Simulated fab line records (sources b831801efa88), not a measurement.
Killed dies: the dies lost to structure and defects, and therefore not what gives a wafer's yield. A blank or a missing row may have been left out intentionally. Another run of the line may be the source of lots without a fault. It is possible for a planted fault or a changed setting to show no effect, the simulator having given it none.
Commonality check across tools -- flow sky130 -- 11 lots and 33 wafers in the sample

== REASON IT WAS OPENED ==
SKY_LDD_P_TW_MEAS_11, reading LDD_P_TW: flagged on 2 of 11 lots. No-fault wafers: 635, standard deviation 5.1.
Rule: a lot is flagged in two cases, either no wafer of it has a number, or all its wafers with numbers fall more than 4 standard deviations from that mean. The rest of the lots are taken to be sound.

lot,measured,on,"LDD_P_TW, wafer by wafer",flag
L175,day 19 20:31,film metro-04,642 643 641,
L178,day 20 19:34,film metro-04,645 640 640,
L179,day 22 00:22,film metro-04,634 638 635,
L180,day 22 01:50,film metro-04,634 635 635,
L181,day 22 07:19,film metro-03,628 628 628,
L182,day 22 12:26,film metro-03,625 624 627,
L185,day 23 16:51,film metro-02,630 632 631,
L193,day 26 08:50,film metro-02,597 601 597,FLAGGED
L194,day 26 12:45,film metro-02,641 639 646,
L195,day 26 18:43,film metro-03,588 587 587,FLAGGED
L196,day 27 00:07,film metro-03,631 629 627,
Average over the flagged lots: 593; offset from the usual -42, equal to -8 standard deviations.

== LOT BY LOT: THE TOOL USED ==
Before the reading, the record contains 3 process steps out of a 708-step route. Cell contents, in order: the tool; ch with the chambers the sampled wafers went through; the start.
lot,flag,SKY_VT_ADJUST_NCORE_STRIP_10,SKY_VT_ADJUST_PCH_STRIP_09,SKY_LDD_P_IMPLANT_09
L175,,"plasma asher-01 ch 0,1, day 9 02:42","plasma asher-03 ch 0,1, day 10 23:08","implanter-03 ch 0, day 19 20:16"
L178,,"plasma asher-01 ch 0,1, day 10 01:41","plasma asher-02 ch 0,1, day 11 23:14","implanter-03 ch 0, day 20 19:21"
L179,,"plasma asher-03 ch 0,1, day 10 10:19","plasma asher-04 ch 0,1, day 12 08:53","implanter-01 ch 0, day 22 00:07"
L180,,"plasma asher-02 ch 0,1, day 10 16:25","plasma asher-03 ch 0,1, day 12 15:35","implanter-03 ch 0, day 22 01:36"
L181,,"plasma asher-02 ch 0,1, day 10 22:07","plasma asher-04 ch 0,1, day 12 21:59","implanter-03 ch 0, day 22 07:05"
L182,,"plasma asher-02 ch 0,1, day 11 03:17","plasma asher-03 ch 0,1, day 13 03:37","implanter-01 ch 0, day 22 12:13"
L185,,"plasma asher-03 ch 1, day 12 04:45","plasma asher-04 ch 1, day 14 07:17","implanter-01 ch 0, day 23 16:36"
L193,FLAGGED,"plasma asher-03 ch 0,1, day 14 13:24","plasma asher-04 ch 0,1, day 16 20:09","implanter-01 ch 0, day 26 08:36"
L194,,"plasma asher-03 ch 0,1, day 14 17:45","plasma asher-03 ch 1, day 17 00:53","implanter-02 ch 0, day 26 12:30"
L195,FLAGGED,"plasma asher-02 ch 0,1, day 15 01:39","plasma asher-02 ch 0,1, day 17 09:59","implanter-01 ch 0, day 26 18:28"
L196,,"plasma asher-01 ch 0,1, day 15 07:27","plasma asher-02 ch 0,1, day 17 14:59","implanter-03 ch 0, day 26 23:52"
What is done by these steps:
- SKY_VT_ADJUST_NCORE_STRIP_10: strips in O2/N2.
- SKY_VT_ADJUST_PCH_STRIP_09: strips in O2/N2.
- SKY_LDD_P_IMPLANT_09
- SKY_LDD_P_TW_MEAS_11

== FLAGGED OVER TOTAL, TOOL BY TOOL (the gauges that took the reading come last) ==
step,tool,lots run,flagged,share of the flagged lots,sound lots run after its first flagged lot
SKY_VT_ADJUST_NCORE_STRIP_10,plasma asher-01,3,0,none,-
SKY_VT_ADJUST_NCORE_STRIP_10,plasma asher-02,4,1,some,0
SKY_VT_ADJUST_NCORE_STRIP_10,plasma asher-03,4,1,some,1 (L194)
SKY_VT_ADJUST_PCH_STRIP_09,plasma asher-02,3,1,some,1 (L196)
SKY_VT_ADJUST_PCH_STRIP_09,plasma asher-03,4,0,none,-
SKY_VT_ADJUST_PCH_STRIP_09,plasma asher-04,4,1,some,0
SKY_LDD_P_IMPLANT_09,implanter-01,5,2,all,0
SKY_LDD_P_IMPLANT_09,implanter-02,1,0,none,-
SKY_LDD_P_IMPLANT_09,implanter-03,5,0,none,-
SKY_LDD_P_TW_MEAS_11,film metro-02,3,1,some,1 (L194)
SKY_LDD_P_TW_MEAS_11,film metro-03,4,1,some,1 (L196)
SKY_LDD_P_TW_MEAS_11,film metro-04,4,0,none,-

== WHAT IS ALLOWED BY THE TABLE ==
1 row of the table ran every flagged lot: implanter-01 at SKY_LDD_P_IMPLANT_09.
- implanter-01 at SKY_LDD_P_IMPLANT_09 ran 5 lots, 2 of them flagged. It ran its last sound lot, L185, at day 23 16:36 and its first flagged lot, L193, at day 26 08:36: a fault with its onset between the two fits. Its own readings lie more than 4 standard deviations out on every wafer of the flagged lots: beam on s, faraday current uA.
implanter-01 at SKY_LDD_P_IMPLANT_09 is the single tool remaining.

== WHAT HAD BEEN PUT IN BY THE SIMULATOR ==
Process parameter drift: implanter-01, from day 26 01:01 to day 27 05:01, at SKY_LDD_P_IMPLANT_09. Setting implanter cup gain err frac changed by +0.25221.
Struck lots among those shown: L193, L195. The rule given above showed the same thing.
